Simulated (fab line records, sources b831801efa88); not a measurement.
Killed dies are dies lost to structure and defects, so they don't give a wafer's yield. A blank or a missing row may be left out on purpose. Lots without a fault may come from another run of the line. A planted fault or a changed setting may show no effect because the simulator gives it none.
A sampling plan put to the test | flow gf180mcu | one fab line, 14 faults that these records tell of, each judged on the records of the lots that it struck
The plan is the line's own looks: the steps of the route at which a gauge or an inspection reads the wafer and doesn't change it. A look can be judged if struck wafers have a number there and the file gives its usual mean and standard deviation on fault-free wafers. Caught: at a look after the fault's first step, the mean of the struck wafers lies 4 or more of those standard deviations (sigma) from the usual mean. On the tool: the same test on the tool's own readings at the fault's steps. Another recipe on the struck wafers, or a record that is blank for them alone, also counts as caught.

THE FAULTS, as the simulator had put them in
1. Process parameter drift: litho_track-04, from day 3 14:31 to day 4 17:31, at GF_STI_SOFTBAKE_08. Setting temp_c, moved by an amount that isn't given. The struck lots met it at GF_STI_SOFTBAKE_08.
2. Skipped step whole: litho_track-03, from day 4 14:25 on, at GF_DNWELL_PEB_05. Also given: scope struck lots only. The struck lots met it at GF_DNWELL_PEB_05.
3. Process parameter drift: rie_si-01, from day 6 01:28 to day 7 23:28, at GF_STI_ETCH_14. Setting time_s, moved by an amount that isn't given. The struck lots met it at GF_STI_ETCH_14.
4. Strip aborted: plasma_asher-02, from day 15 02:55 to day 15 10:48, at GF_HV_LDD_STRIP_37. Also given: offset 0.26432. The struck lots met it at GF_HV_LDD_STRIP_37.
5. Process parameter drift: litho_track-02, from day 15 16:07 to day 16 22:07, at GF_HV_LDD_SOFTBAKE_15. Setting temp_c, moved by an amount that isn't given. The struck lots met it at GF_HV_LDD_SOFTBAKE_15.
6. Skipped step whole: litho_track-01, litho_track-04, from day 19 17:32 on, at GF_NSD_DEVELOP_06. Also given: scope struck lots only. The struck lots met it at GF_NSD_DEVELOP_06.
7. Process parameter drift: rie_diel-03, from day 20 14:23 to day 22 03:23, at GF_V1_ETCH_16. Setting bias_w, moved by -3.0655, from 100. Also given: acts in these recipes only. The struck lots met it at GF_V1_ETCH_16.
8. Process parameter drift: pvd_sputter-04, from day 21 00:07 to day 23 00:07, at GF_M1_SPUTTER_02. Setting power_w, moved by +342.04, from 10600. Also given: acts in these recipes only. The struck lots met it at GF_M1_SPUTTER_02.
9. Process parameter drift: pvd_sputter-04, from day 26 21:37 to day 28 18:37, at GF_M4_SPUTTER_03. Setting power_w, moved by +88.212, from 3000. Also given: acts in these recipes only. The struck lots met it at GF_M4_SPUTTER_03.
10. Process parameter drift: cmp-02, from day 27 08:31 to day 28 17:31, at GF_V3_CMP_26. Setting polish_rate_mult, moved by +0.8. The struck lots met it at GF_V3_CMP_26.
11. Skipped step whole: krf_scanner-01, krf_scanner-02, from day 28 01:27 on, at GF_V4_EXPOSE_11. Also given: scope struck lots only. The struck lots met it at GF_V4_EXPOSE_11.
12. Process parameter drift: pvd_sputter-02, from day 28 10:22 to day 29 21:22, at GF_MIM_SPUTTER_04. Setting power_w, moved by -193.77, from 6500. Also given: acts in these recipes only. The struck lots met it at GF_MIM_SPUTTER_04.
13. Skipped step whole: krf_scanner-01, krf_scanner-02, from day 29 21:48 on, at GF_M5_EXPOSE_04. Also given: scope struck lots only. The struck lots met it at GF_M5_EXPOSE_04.
14. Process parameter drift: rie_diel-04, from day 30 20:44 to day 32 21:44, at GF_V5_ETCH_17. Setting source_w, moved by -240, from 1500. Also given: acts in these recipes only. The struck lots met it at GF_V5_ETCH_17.

WHAT THE PLAN SAW
fault | on the tool itself                               | first look that catches it                      | reading, sigma | median hours from its first step to that look | hours from the fault's start to the first struck lot there | judged looks passed uncaught
1     | heater_power_total_W +67 sigma                   | GF_STI_CD_MEAS_12                               | cd_nm -12      | 6.7                                           | 9                                                          | 0
2     | the tool's record is blank for the struck wafers | none of the 2 looks that can be judged after it | -              | -                                             | -                                                          | 2
3     | run_length_s +11 sigma                           | none of the 2 looks that can be judged after it | -              | -                                             | -                                                          | 2
4     | oes_product_au +39 sigma                         | not the one look that can be judged after it    | -              | -                                             | -                                                          | 1
5     | heater_power_total_W -99 or beyond sigma         | no look after it can be judged                  | -              | -                                             | -                                                          | 0
6     | the tool's record is blank for the struck wafers | no look after it can be judged                  | -              | -                                             | -                                                          | 0
7     | bias_w -10 sigma                                 | not the one look that can be judged after it    | -              | -                                             | -                                                          | 1
8     | cathode_dc_power_W +99 or beyond sigma           | no look after it can be judged                  | -              | -                                             | -                                                          | 0
9     | cathode_dc_power_W +99 or beyond sigma           | no look after it can be judged                  | -              | -                                             | -                                                          | 0
10    | time_to_endpoint_s -8.5 sigma                    | no look after it can be judged                  | -              | -                                             | -                                                          | 0
11    | no reading that can be judged                    | no look after it can be judged                  | -              | -                                             | -                                                          | 0
12    | cathode_dc_power_W -99 or beyond sigma           | no look after it can be judged                  | -              | -                                             | -                                                          | 0
13    | no reading that can be judged                    | no look after it can be judged                  | -              | -                                             | -                                                          | 0
14    | rf_fwd_power_W -48 sigma                         | no look after it can be judged                  | -              | -                                             | -                                                          | 0
A dash: the fault isn't caught, or these records don't give the number.

Caught at a look: 1 of 14. Caught on the tool: 12 of 14. By one or the other: 12 of 14.
Caught on the tool alone: faults 2, 3, 4, 5, 6, 7, 8, 9, 10, 12, 14.
Caught by neither: faults 11, 13.

THINNER SAMPLING
If the look that catches a fault measured only every second or every third lot, by lot number, the first struck lot would be measured this late in the worst case:
fault | struck lots at that look, in order of time | every lot | every second lot | every third lot
1     | L973, L976                                 | 9 h       | 24 h             | may miss all 2
Hours are from the fault's start to the first struck lot that is measured. The limit of 4 sigma was tested on all struck wafers together, so one lot alone may lie under it. Other struck lots may not be in these records.

THE LONGEST TIMED WAY FROM STEP TO LOOK
Fault 1: a median of 6.7 hours passes between GF_STI_SOFTBAKE_08 and GF_STI_CD_MEAS_12. No look between them can be judged.
